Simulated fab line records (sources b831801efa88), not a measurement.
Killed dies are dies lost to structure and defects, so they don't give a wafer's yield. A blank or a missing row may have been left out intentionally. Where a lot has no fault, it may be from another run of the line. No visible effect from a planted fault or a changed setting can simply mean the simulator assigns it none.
fab line records    flow sky130
[record] lots = 5  wafers = 15  last-day = 49
route steps=708 shown RES_PROTECT@206 POLY_GATE@213 LDD_N@237 LDD_LDN@303 POLY_CUT@318 PAD_OPEN@708
lots that met no fault: from a run of the same line without faults
start-h: hours from the record's opening day to when the first of the lot's shown wafers began    wait-h: hours from the lot's prior step to this one    " identical to the entry in the row above    L1.1+2: one row covering several wafers at once    - either no value or no given start    * or withheld: withheld    < > ~ a bound
route shown NAME@n: a module of which the file shows steps, and the number in the route of the first    usual: mean/standard deviation of fault-free wafers    same: alike in all rows    chamber/n: place in a boat    sites: each site's reading    _std_site: standard deviation across them    _edge_site: outer sites' mean less inner sites'    radius-mm: for every site, how far away it sits from the centre of the wafer    mask NAME#n: copy n    behind: tool/chamber where the wafer was last shaped    hold: what put the lot on hold/how long, in hours/how the hold closed    device: which transistor (n, p or np) failed to switch    end of line: tests run on the same wafers once the route is complete    for a step that has no rows: nothing shown but its recipe    killed: not the wafer's yield, but the dies lost to structure and defects at the first sort    map: shows each die of a wafer: x if killed, . if not, _ if none is there
set.NAME: setting as actually run; set.NAME@STEP: the setting as run at that earlier step    model.NAME: the simulator's own value behind a step, which no gauge read
lots seen at some steps along the route; tables by step, rows by wafer
services: when a tool's chamber went out of use (start-h, in hours from the record's first day, below 0 if earlier), for how many hours, and the reason
[[steps]]
[step SKY_RES_PROTECT_DEHYDRATE_00]
[recipe] temp-c = 200  time-s = 60
[step SKY_RES_PROTECT_HMDS_01]
[recipe] prime-time-s = 60  prime-temp-c = 120
[step SKY_RES_PROTECT_COAT_02]
[recipe] resist = NOVOLAK  spin-rpm = 3000  resist-thk-nm = 1140
[step SKY_RES_PROTECT_SOFTBAKE_03]
[recipe] temp-c = 90  time-s = 60  resist = NOVOLAK
[step SKY_RES_PROTECT_EXPOSE_04]
[recipe] mask-id = RPM  na = 0.6  source-shape = conventional  sigma-outer = 0.6  polarization = unpolarized  target-cd-nm = 1270  dose-mj = 128.6
[step SKY_RES_PROTECT_PEB_05]
[recipe] temp-c = withheld  time-s = *  resist = NOVOLAK
[step SKY_RES_PROTECT_DEVELOP_06]
[recipe] resist = NOVOLAK  developer = TMAH  develop-time-s = 60  dev-temp-c = 23
[step SKY_POLY_GATE_IMPLANT_02]
[recipe] species = P  energy-kev = 30  dose-cm2 = 7.7e+15  tilt-deg = 0
[step SKY_RES_PROTECT_STRIP_07]
[recipe] chemistry = O2/N2  power-w = 1400  pressure-mtorr = 1500  platen-temp-c = withheld  o2-flow-sccm = 3000  n2-flow-sccm = 300  overash-fraction = 0.5
[step SKY_RES_PROTECT_CLEAN_09]
[recipe] chemistry = SC1/SC2  mix = 1:4:20  temp-c = 70  time-s = 150  dry = n2-spin
[step SKY_POLY_GATE_CVD_03]
[recipe] material = Si3N4  precursor = DCS/NH3  target-thk-nm = 75  temp-c = 770  time-s = 1290  pressure-mtorr = 250
[usual] spike-tc-bottom-C = 787.6/1.9  zone-power-centre-pct = 14.2/0.5  zone-power-lower-pct = 12.0/0.32
lot.wafer  tool      chamber  start-h  wait-h  spike-tc-bottom-C  zone-power-centre-pct  zone-power-lower-pct  model.Si3N4_of_POLY_GATE_CVD_03.thk-nm
L805.1     lpcvd-02  0        425.78   0.0     789.2              13.9                   12.1                  75.57
L805.2     "         0        "        "       788.5              13.5                   12.2                  75.55
L805.3     "         0        "        "       790.0              13.7                   11.9                  75.95
L810.1     lpcvd-02  0        468.58   0.0     789.9              13.8                   12.3                  74.65
L810.3     "         0        "        "       789.6              13.8                   12.5                  74.28
L810.6     "         0        "        "       788.4              13.4                   12.3                  73.22
L813.2     lpcvd-02  1        499.94   0.0     785.7              14.9                   11.8                  53.32
L813.4     "         1        "        "       786.8              14.7                   11.7                  53.76
L813.6     "         1        "        "       785.4              14.6                   11.7                  53.43
L814.2     lpcvd-02  1        505.81   0.0     784.5              14.5                   11.8                  54.89
L814.3     "         1        "        "       788.1              14.7                   11.4                  54.22
L814.5     "         1        "        "       784.8              14.9                   11.7                  54.8
L815.1     lpcvd-02  1        515.58   0.0     787.1              14.7                   11.6                  54.29
L815.4     "         1        "        "       785.6              14.9                   11.7                  53.87
L815.6     "         1        "        "       785.3              14.9                   11.6                  54.28
[step SKY_POLY_GATE_THK_MEAS_04]
[recipe] reads = Si3N4_of_POLY_GATE_CVD_03
[usual] POLY_GATE_CVD_03_THK = 74.7/0.55
lot.wafer  tool           chamber  start-h  wait-h  POLY_GATE_CVD_03_THK[nm]
L805.1     film-metro-04  -        427.14   0.0     75.6
L805.2     "              -        "        "       75.5
L805.3     "              -        "        "       75.9
L810.1     film-metro-04  -        469.94   0.0     74.6
L810.3     "              -        "        "       74.3
L810.6     "              -        "        "       73.2
L813.2     film-metro-03  -        501.31   0.0     53.3
L813.4     "              -        "        "       53.8
L813.6     "              -        "        "       53.4
L814.2     film-metro-01  -        507.18   0.0     54.9
L814.3     "              -        "        "       54.2
L814.5     "              -        "        "       54.8
L815.1     film-metro-01  -        517.62   0.0     54.3
L815.4     "              -        "        "       53.9
L815.6     "              -        "        "       54.3
[step SKY_POLY_GATE_DEHYDRATE_05]
[recipe] temp-c = 200  time-s = 60
[step SKY_POLY_GATE_HMDS_06]
[recipe] prime-time-s = 60  prime-temp-c = 120
[step SKY_POLY_GATE_COAT_07]
[recipe] resist = BARC  temp-c = withheld  time-s = withheld  spin-rpm = 3000  resist-thk-nm = 110
[step SKY_POLY_GATE_COAT_08]
[recipe] resist = KrF-thick  spin-rpm = 3000  resist-thk-nm = 450
[step SKY_POLY_GATE_SOFTBAKE_09]
[recipe] temp-c = 100  time-s = 90  resist = KrF-thick
[step SKY_POLY_GATE_EXPOSE_10]
[recipe] mask-id = P1M  na = 0.68  source-shape = conventional  sigma-outer = 0.6  target-cd-nm = 150  dose-mj = 28
[step SKY_POLY_GATE_PEB_11]
[recipe] peb-temp-c = withheld  peb-time-s = withheld  resist = KrF-thick
[step SKY_POLY_GATE_DEVELOP_12]
[recipe] develop-time-s = 60  resist = KrF-thick  dev-temp-c = 21
[step SKY_POLY_GATE_ETCH_15]
[recipe] chemistry = N2/H2  target = BARC  ion-energy-ev = 200  source-w = 500  bias-w = 100  pressure-mtorr = 30.93  n2-flow-sccm = 100  h2-flow-sccm = 200  stop-on = SiO2  time-s = 118.5  target-depth-a = 1100
[step SKY_POLY_GATE_ETCH_16]
[recipe] stop-on = poly-Si  chemistry = CH3F/O2  target = Si3N4  source-w = 400  bias-w = 80  pressure-mtorr = 25  ch3f-flow-sccm = 40  O2_flow_sccm = 30  time-s = 147.5  target-depth-a = 750
[usual] drypump-motor-current-A = 5.8/0.38  oes-product-au = 0.640/0.0049  rf-fwd-power-W = 398.0/1.3  throttle-valve-pct = 10.536/0.0088
[same] time-s = 147.5
lot.wafer  tool         chamber  start-h  wait-h  drypump-motor-current-A  oes-product-au  rf-fwd-power-W  rf-hours-counter-h  throttle-valve-pct  model.etch.depth-nm
L805.1     rie-diel-02  1        459.00   0.0     6.0                      0.639           397.8           3                   10.538              75.57
L805.2     "            3        "        "       5.4                      0.638           397.4           0                   10.526              75.55
L805.3     "            2        "        "       5.4                      0.646           397.8           5                   10.529              75.95
L810.1     rie-diel-01  3        500.12   0.0     6.1                      0.636           397.9           4                   10.537              74.65
L810.3     "            0        "        "       6.2                      0.642           397.6           15                  10.545              74.28
L810.6     "            3        "        "       6.1                      0.638           399.8           -                   10.549              73.22
L813.2     rie-diel-01  1        531.66   0.0     6.2                      0.563           396.2           15                  10.535              53.32
L813.4     "            1        "        "       6.2                      0.573           397.7           -                   10.528              53.76
L813.6     "            2        "        "       4.8                      0.574           398.7           -                   10.532              53.43
L814.2     rie-diel-01  0        537.81   0.0     6.2                      0.572           397.6           16                  10.522              54.89
L814.3     "            2        "        "       4.8                      0.564           400.0           10                  10.525              54.22
L814.5     "            1        "        "       6.2                      0.573           396.3           -                   10.539              54.8
L815.1     rie-diel-01  3        548.52   0.0     6.1                      0.576           398.4           5                   10.514              54.29
L815.4     "            2        "        "       4.8                      0.564           399.2           10                  10.534              53.87
L815.6     "            0        "        "       6.2                      0.566           395.6           -                   10.523              54.28
[step SKY_POLY_GATE_ETCH_17]
[recipe] target-depth-nm = 180  stop-on = SiO2  over-etch-frac = 0.56667  chemistry = HBr/Cl2  target = poly-Si  icp-w = 400  bias-w = 100  pressure-mtorr = 10  HBr_flow_sccm = 150  Cl2_flow_sccm = 50  time-s = 70.5
[step SKY_POLY_GATE_STRIP_18]
[recipe] chemistry = O2/N2  power-w = 1400  pressure-mtorr = 1500  platen-temp-c = withheld  o2-flow-sccm = 3000  n2-flow-sccm = 300  overash-fraction = 0.5
[step SKY_POLY_GATE_CLEAN_19]
[recipe] chemistry = SC1/SC2  mix = 1:4:20  temp-c = 70  time-s = 150  dry = n2-spin
[step SKY_POLY_GATE_OXIDATION_20]
[recipe] temp-c = 850  ambient = O2  stabilise-s = 600  purge-s = 300  target-thk-a = 40  ox-time-s = 899
[step SKY_LDD_N_DEHYDRATE_00]
[recipe] temp-c = 200  time-s = 60
[step SKY_LDD_N_HMDS_01]
[recipe] prime-time-s = 60  prime-temp-c = 120
[step SKY_LDD_N_COAT_02]
[recipe] resist = NOVOLAK  spin-rpm = 3000  resist-thk-nm = 300
[step SKY_LDD_N_SOFTBAKE_03]
[recipe] temp-c = 90  time-s = 60  resist = NOVOLAK
[step SKY_LDD_N_EXPOSE_04]
[recipe] mask-id = NTM  target-cd-nm = 840  na = 0.6  source-shape = conventional  sigma-outer = 0.6  dose-mj = 110
[step SKY_LDD_N_PEB_05]
[recipe] temp-c = withheld  time-s = *  resist = NOVOLAK
[step SKY_LDD_N_DEVELOP_06]
[recipe] develop-time-s = 60  dev-temp-c = 23
[step SKY_LDD_N_IMPLANT_08]
[recipe] species = As  energy-kev = 20  dose-cm2 = 7.5e+13  tilt-deg = withheld  rotation-deg = 23
[step SKY_LDD_N_IMPLANT_09]
[recipe] species = As  energy-kev = 20  dose-cm2 = 7.5e+13  tilt-deg = withheld  rotation-deg = 113
[step SKY_LDD_LDN_CLEAN_14]
[recipe] chemistry = SC1/SC2  mix = 1:4:20  temp-c = 70  time-s = 150  dry = n2-spin
[usual] bath-guard-temp-C = 70.0/0.72
[same] time-s = 150
lot.wafer  tool          chamber  start-h  wait-h  bath-guard-temp-C  model.Si3N4_of_POLY_GATE_CVD_03.thk-nm
L805.1     wet-bench-01  2        611.91   0.1     69.1               75.43
L805.2     "             2        "        "       69.2               75.41
L805.3     "             2        "        "       68.7               75.82
L810.1     wet-bench-01  0        650.25   0.1     70.4               74.52
L810.3     "             0        "        "       70.8               74.14
L810.6     "             0        "        "       70.4               73.09
L813.2     wet-bench-01  0        680.26   0.0     70.6               53.18
L813.4     "             0        "        "       70.6               53.62
L813.6     "             0        "        "       70.9               53.29
L814.2     wet-bench-03  1        686.30   0.0     69.9               54.75
L814.3     "             1        "        "       69.4               54.09
L814.5     "             1        "        "       69.6               54.66
L815.1     wet-bench-01  3        696.81   0.1     70.6               54.15
L815.4     "             3        "        "       70.9               53.74
L815.6     "             3        "        "       70.2               54.15
[step SKY_POLY_CUT_ETCH_11]
[recipe] target = Si3N4  chemistry = CF4/CH2F2/Ar  stop-on = poly-Si  source-w = 610.7  bias-w = 150  pressure-mtorr = 40  cf4-flow-sccm = 40  ch2f2-flow-sccm = 20  Ar_flow_sccm = 150  time-s = 42.5  target-depth-a = 600
[usual] ch2f2-flow-sccm = 20.00/0.054  drypump-motor-current-A = 5.8/0.48  oes-product-au = 0.827/0.0052  rf-fwd-power-W = 603.2/2.3  throttle-valve-pct = 14.994/0.01
[same] time-s = 42.5
lot.wafer  tool         chamber  start-h  wait-h  ch2f2-flow-sccm  drypump-motor-current-A  oes-product-au  rf-fwd-power-W  rf-hours-counter-h  throttle-valve-pct  model.etch.depth-nm  model.POLY_CUT.feature-depth-nm
L805.1     rie-diel-01  2        642.42   0.0     20.05            4.8                      0.834           605.8           12                  15.007              62.28                62.37
L805.2     "            3        "        "       19.97            6.1                      0.832           604.5           8                   14.999              62.39                62.48
L805.3     "            1        "        "       20.05            6.2                      0.834           602.3           18                  14.995              62.9                 63
L810.1     rie-diel-04  3        680.00   0.0     19.94            6.4                      0.828           602.8           3                   14.986              61.66                61.75
L810.3     "            2        "        "       20.02            5.9                      0.828           602.5           22                  14.998              61.46                61.55
L810.6     "            0        "        "       20.11            5.1                      0.820           603.7           -                   15.002              60.61                60.71
L813.2     rie-diel-04  3        710.18   0.0     20.06            6.4                      0.696           604.2           4                   14.979              44.01                44.1
L813.4     "            1        "        "       20.01            5.9                      0.699           604.7           0                   14.982              44.12                44.21
L813.6     "            2        "        "       20.02            5.9                      0.698           599.7           -                   14.991              44.03                44.12
L814.2     rie-diel-03  2        717.67   0.0     20.00            5.4                      0.703           603.9           14                  14.995              45.44                45.54
L814.3     "            0        "        "       20.05            6.1                      0.705           604.0           8                   14.975              44.75                44.85
L814.5     "            0        "        "       20.09            6.1                      0.701           603.0           -                   14.987              45.29                45.38
L815.1     rie-diel-04  0        726.40   0.0     20.04            5.1                      0.701           604.5           2                   14.975              44.84                44.93
L815.4     "            2        "        "       19.98            5.9                      0.704           598.7           -                   14.970              44.57                44.66
L815.6     "            0        "        "       20.01            5.0                      0.703           603.2           -                   14.975              44.94                45.03
[step SKY_PAD_OPEN_PROBE_99]
[usual] killed_at_M0_to_M3 = 43/6.3  killed_at_M4_up = 3.1/1.9  killed-at-contacts = 24/5.1  killed-at-front-end = 14/4.3  killed-at-other = 0.3/0.53  killed-dies = 85/8.8  killed-open = 46/7.1  killed-short = 38/5.9
[same] gross-dies = 492  killed-at-back-side = 0
lot.wafer  tool       chamber  start-h  wait-h  killed_at_M0_to_M3  killed_at_M4_up  killed-at-contacts  killed-at-front-end  killed-at-other  killed-dies  killed-open  killed-short  model.etest.licon-poly.rc-ohm  model.etest.cap-li-to-poly.c-af-um2
L805.1     prober-01  -        1132.57  0.1     34                  2                28                  10                   0                74           35           39            152.5                          100.4
L805.2     prober-01  -        1132.62  0.1     38                  0                23                  14                   1                76           37           39            150.3                          94.75
L805.3     prober-01  -        1132.67  0.2     47                  5                31                  12                   0                95           55           40            151.8                          95.24
L810.1     prober-02  -        1157.28  0.1     40                  4                21                  8                    0                73           37           36            152.3                          96.86
L810.3     prober-02  -        1157.38  0.2     44                  1                18                  16                   1                80           32           48            156.1                          97.99
L810.6     prober-02  -        1157.53  0.2     44                  0                12                  7                    0                63           42           21            153.5                          103.9
L813.2     prober-01  -        1179.37  0.1     41                  3                15                  16                   1                76           39           37            155.2                          96.11
L813.4     prober-01  -        1179.47  0.2     40                  4                21                  26                   0                91           48           43            173.6                          93.96
L813.6     prober-01  -        1179.57  0.2     38                  5                21                  18                   0                82           43           39            159.2                          94.84
L814.2     prober-02  -        1180.84  0.1     43                  0                26                  17                   0                86           41           45            152.3                          96.5
L814.3     prober-02  -        1180.89  0.2     31                  3                19                  17                   0                70           35           35            152.1                          96.39
L814.5     prober-02  -        1180.99  0.2     48                  2                26                  15                   0                91           56           35            156.7                          96.03
L815.1     prober-01  -        1186.40  0.1     36                  5                26                  19                   0                86           47           39            158.5                          94.75
L815.4     prober-01  -        1186.55  0.2     33                  1                35                  17                   0                86           53           32            164.6                          95.06
L815.6     prober-01  -        1186.65  0.2     33                  2                20                  16                   0                71           38           33            158.6                          96.99
// killed by level:class
L805.1 CONTACT:geometric-particle:open=8 CONTACT:geometric-particle:short=7 VIA1:geometric-particle:short=7 VIA3:geometric-particle:open=7 METAL1:geometric-particle:short=6 LI_CONTACT:geometric-particle:open=5 LOCAL_INTERCONNECT:geometric-particle:short=4 LI_CONTACT:geometric-particle:short=3
L805.2 VIA1:geometric-particle:open=8 LI_CONTACT:geometric-particle:open=7 CONTACT:geometric-particle:short=7 VIA3:geometric-particle:open=7 VIA1:geometric-particle:short=6 FIELD_ISO:geometric-particle:short=5 CONTACT:geometric-particle:open=5 METAL3:geometric-particle:short=5
L805.3 CONTACT:geometric-particle:open=14 METAL2:geometric-particle:short=11 VIA1:geometric-particle:open=8 VIA3:geometric-particle:open=8 VIA2:geometric-particle:open=6 CONTACT:geometric-particle:short=6 LI_CONTACT:geometric-particle:open=5 METAL1:geometric-particle:short=5
L810.1 CONTACT:geometric-particle:open=9 VIA1:geometric-particle:open=7 VIA3:geometric-particle:open=6 VIA1:geometric-particle:short=6 LI_CONTACT:geometric-particle:open=5 CONTACT:geometric-particle:short=5 METAL1:geometric-particle:short=5 VIA2:geometric-particle:open=5
L810.3 VIA1:geometric-particle:short=7 FIELD_ISO:geometric-particle:short=6 FIELD_ISO:geometric-particle:open=5 LI_CONTACT:geometric-particle:open=5 METAL1:geometric-particle:short=5 VIA1:geometric-particle:open=5 VIA2:geometric-particle:short=5 VIA2:geometric-particle:open=5
L810.6 VIA3:geometric-particle:open=10 VIA2:geometric-particle:open=9 VIA1:geometric-particle:open=6 CONTACT:geometric-particle:open=5 VIA1:geometric-particle:short=5 VIA3:geometric-particle:short=4 POLY_GATE:geometric-particle:open=3 LI_CONTACT:geometric-particle:open=3
L813.2 VIA1:geometric-particle:open=13 CONTACT:geometric-particle:open=8 VIA2:geometric-particle:short=6 POLY_GATE:geometric-particle:short=5 METAL2:geometric-particle:short=5 VIA2:geometric-particle:open=5 SPACER:geometric-particle:short=3 CONTACT:geometric-particle:short=3
L813.4 FIELD_ISO:geometric-particle:open=9 VIA1:geometric-particle:open=9 CONTACT:geometric-particle:open=7 LI_CONTACT:geometric-particle:open=6 METAL1:geometric-particle:short=6 VIA1:geometric-particle:short=6 FIELD_ISO:geometric-particle:short=4 POLY_GATE:geometric-particle:short=4
L813.6 VIA1:geometric-particle:open=8 METAL2:geometric-particle:short=8 LI_CONTACT:geometric-particle:open=7 CONTACT:geometric-particle:open=7 METAL1:geometric-particle:short=6 FIELD_ISO:geometric-particle:short=4 POLY_GATE:geometric-particle:open=4 POLY_GATE:geometric-particle:short=4
L814.2 METAL1:geometric-particle:short=12 CONTACT:geometric-particle:open=10 FIELD_ISO:geometric-particle:short=8 LOCAL_INTERCONNECT:geometric-particle:short=6 VIA1:geometric-particle:open=6 VIA2:geometric-particle:open=6 LI_CONTACT:geometric-particle:open=5 VIA2:geometric-particle:short=5
L814.3 CONTACT:geometric-particle:short=8 VIA1:geometric-particle:open=7 CONTACT:geometric-particle:open=7 FIELD_ISO:geometric-particle:open=6 VIA3:geometric-particle:open=5 FIELD_ISO:geometric-particle:short=4 METAL1:geometric-particle:short=4 POLY_GATE:geometric-particle:short=3
L814.5 VIA1:geometric-particle:open=12 CONTACT:geometric-particle:open=11 VIA2:geometric-particle:open=9 VIA3:geometric-particle:open=7 VIA2:geometric-particle:short=6 FIELD_ISO:geometric-particle:open=4 LI_CONTACT:geometric-particle:short=4 LI_CONTACT:geometric-particle:open=4
L815.1 CONTACT:geometric-particle:open=10 VIA1:geometric-particle:open=9 FIELD_ISO:geometric-particle:short=6 FIELD_ISO:geometric-particle:open=6 CONTACT:geometric-particle:short=6 VIA3:geometric-particle:open=6 METAL1:geometric-particle:short=5 METAL2:geometric-particle:short=5
L815.4 CONTACT:geometric-particle:open=12 CONTACT:geometric-particle:short=8 VIA1:geometric-particle:open=8 POLY_GATE:geometric-particle:open=7 FIELD_ISO:geometric-particle:open=6 LI_CONTACT:geometric-particle:short=5 VIA3:geometric-particle:open=5 LI_CONTACT:geometric-particle:open=4
L815.6 CONTACT:geometric-particle:open=6 VIA1:geometric-particle:open=6 VIA3:geometric-particle:open=5 FIELD_ISO:geometric-particle:open=4 POLY_GATE:geometric-particle:open=4 POLY_GATE:geometric-particle:short=4 LI_CONTACT:geometric-particle:open=4 LI_CONTACT:geometric-particle:short=4
[[services]]
tool          chamber  start-h  hours  kind
rie-diel-03   1        423.83   10.1   repair
wet-bench-03  -        429.15   2.5    repair
rie-diel-04   -        452.00   9.3    repair
rie-diel-02   2        468.21   2.8    repair
rie-diel-01   1        472.46   1.6    repair
wet-bench-01  -        477.70   71.7   pm
rie-diel-03   3        477.82   4.5    repair
rie-diel-02   2        500.73   9.1    repair
rie-diel-03   1        510.63   3.9    repair
rie-diel-04   3        522.36   9.8    repair
rie-diel-01   3        530.74   2.7    repair
rie-diel-04   1        533.57   27.0   repair
wet-bench-03  -        538.21   2.4    repair
rie-diel-03   0        542.57   6.9    repair
rie-diel-01   2        569.70   3.9    repair
rie-diel-03   -        580.21   2.8    pm
rie-diel-01   -        595.92   1.0    repair
rie-diel-02   2        605.21   18.3   repair
rie-diel-01   2        620.75   20.1   repair
rie-diel-02   3        621.17   9.9    repair
rie-diel-01   0        622.54   14.4   repair
rie-diel-02   2        628.66   6.9    repair
rie-diel-01   3        687.03   7.5    repair
rie-diel-04   1        725.85   12.6   repair
[[key]]
[first-sign] step = SKY_POLY_GATE_THK_MEAS_04  reading = POLY_GATE_CVD_03_THK  direction = down  sigmas = 38  usual = 74.7  struck = 54.1
[effect] step = SKY_POLY_GATE_ETCH_16  reading = oes-product-au  direction = down  sigmas = 14  usual = 0.640  struck = 0.569
[effect] step = SKY_POLY_CUT_ETCH_11  reading = oes-product-au  direction = down  sigmas = 24  usual = 0.827  struck = 0.701
[model-effect] step = SKY_POLY_GATE_CVD_03  value = Si3N4_of_POLY_GATE_CVD_03.thk-nm  without = 74.69  struck = 54.1
[model-effect] step = SKY_POLY_GATE_ETCH_16  value = etch.depth-nm  without = 74.69  struck = 54.1
[model-effect] step = SKY_LDD_LDN_CLEAN_14  value = Si3N4_of_POLY_GATE_CVD_03.thk-nm  without = 74.56  struck = 53.96
[model-effect] step = SKY_POLY_CUT_ETCH_11  value = etch.depth-nm  without = 61.72  struck = 44.66
[model-effect] step = SKY_PAD_OPEN_PROBE_99  value = etest.licon-poly.rc-ohm  without = 154.8  struck = 159
met-at SKY_POLY_GATE_CVD_03
struck-wafers L813.2,L813.4,L813.6,L814.2,L814.3,L814.5,L815.1,L815.4,L815.6
tester-left-out L813,L814,L815
onset-between 468.58 499.94
also-fits time
[fault] kind = process-parameter-drift  tool = lpcvd-02  chamber = -  onset-h = 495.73  steps = SKY_POLY_GATE_CVD_03  channel = target-thk-nm  offset = -20.599  shape = step  end-h = 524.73  acts-in = these-recipes-only  stated = 75
// tester-left-out: of these lots the tester's yield and bins aren't shown, on N5 and GAA mostly nor the transistor test; their killed dies are dies lost to structure and defects alone, not to doping, threshold or leakage, so they don't give the yield
